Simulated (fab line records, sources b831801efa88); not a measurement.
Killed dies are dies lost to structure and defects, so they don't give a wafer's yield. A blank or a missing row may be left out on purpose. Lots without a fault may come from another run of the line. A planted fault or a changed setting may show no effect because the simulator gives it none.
A struck lot beside a sound one | flow sky130 | 15 steps out of a route of 708
Sound: wafers L230.1, L230.2, L230.4. Struck: wafers L240.1, L240.4, L240.5. The cause comes at the end.
At each step with rows: each side's tool, then ch and its chambers, then its first start. Under that, the readings that differ: sound wafers | struck wafers | difference of the means | sigmas: that difference in standard deviations of wafers without a fault.
alike: readings whose means differ by less than 2 such deviations, and words and numbers that are the same on both sides. not compared: withheld readings, readings that some wafer has no value for, bounds like >300 that may hide the same value, and numbers for which the record gives no deviation and whose values overlap.
The two part at a step that has a row with sigmas, a row that says differs or no value, or rows on one side only. Numbers that don't overlap but have no deviation are shown without sigmas and don't part them. A reading that every wafer of one side lacks parts them only if that side has two wafers or more.

first, 3 steps without rows for these wafers: SKY_VIA3_STRIP_17 (strips in post etch residue remover, time 1200 s); SKY_VIA3_CLEAN_18 (cleans in IPA, time 180 s); SKY_VIA3_CLEAN_19 (cleans in O3/DIW).
SKY_VIA3_SPUTTER_20: material TiN, target thk 20 nm, time 80 s.
  sound on pvd_sputter-04, day 41 10:03; struck on pvd_sputter-01, day 43 23:53
  reading                | sound                | struck               | difference | sigmas
  cathode_dc_power_W (W) | 3998.5 3998.7 3999.2 | 4001.2 3999.9 4000.1 | +1.6       | +2
  alike: throttle_valve_pct
SKY_VIA3_CVD_21: deposits W, target thk 390 nm, time 117.31 s.
  sound on cvd_w-02 ch 0,1, day 41 10:07; struck on cvd_w-01 ch 0,1, day 43 23:58
  alike: heater_power_w
SKY_VIA3_RS_MEAS_22: measures by four-point-probe.
  sound on film_metro-02, day 41 10:14; struck on film_metro-02, day 44 00:05
  alike: VIA3_W_RS
SKY_VIA3_THK_MEAS_23: measures by xrf.
  sound on film_metro-02, day 41 10:22; struck on film_metro-02, day 44 00:12
  alike: VIA3_W_THK
then, 1 step without rows for these wafers: SKY_VIA3_CMP_24 (polishes, stops on SiO2, t overpolish 20 s, target thk 0 nm).
SKY_METAL4_SPUTTER_00: material Ti, target thk 15 nm, time 10 s.
  sound on pvd_sputter-02, day 41 10:43; struck on pvd_sputter-01, day 44 00:38
  alike: cathode_dc_power_W, throttle_valve_pct
then, 2 steps without rows for these wafers: SKY_METAL4_SPUTTER_01 (material TiN, target thk 20 nm, time 16.7 s); SKY_METAL4_SPUTTER_02 (material AlCu, target thk 735 nm, time 39.1 s).
SKY_METAL4_SPUTTER_03: material Ti, target thk 5 nm, time 3.3 s.
  sound on pvd_sputter-02, day 41 10:48; struck on pvd_sputter-01, day 44 00:43
  alike: cathode_dc_power_W, throttle_valve_pct
SKY_METAL4_SPUTTER_04: material TiN, target thk 70 nm, time 58.3 s.
  sound on pvd_sputter-02, day 41 10:49; struck on pvd_sputter-01, day 44 00:44
  reading                                    | sound                | struck               | difference | sigmas
  cathode_dc_power_W (W)                     | 6502.1 6500.9 6499.8 | 5911.4 5912.5 5911.9 | -589.0     | -99 or more
  model.TiN_of_METAL4_SPUTTER_04.thk_nm (nm) | 70.54 71.09 70.47    | 62.8 63.78 63.51     | -7.3       |
  alike: throttle_valve_pct
SKY_CAP2M_CVD_00: deposits SiO2, target thk 15.5 nm.
  sound on pecvd-03 ch 0,1, day 41 10:52; struck on pecvd-04 ch 0,1, day 44 00:47
  alike: heater_power_w
then, 1 step without rows for these wafers: SKY_PAD_OPEN_PROBE_99.

WHERE THEY PART
First at SKY_VIA3_SPUTTER_20; last, within this record, at SKY_METAL4_SPUTTER_04. Later steps at which nothing parts them and some readings are alike: SKY_CAP2M_CVD_00.

WHY: what the simulator had put in
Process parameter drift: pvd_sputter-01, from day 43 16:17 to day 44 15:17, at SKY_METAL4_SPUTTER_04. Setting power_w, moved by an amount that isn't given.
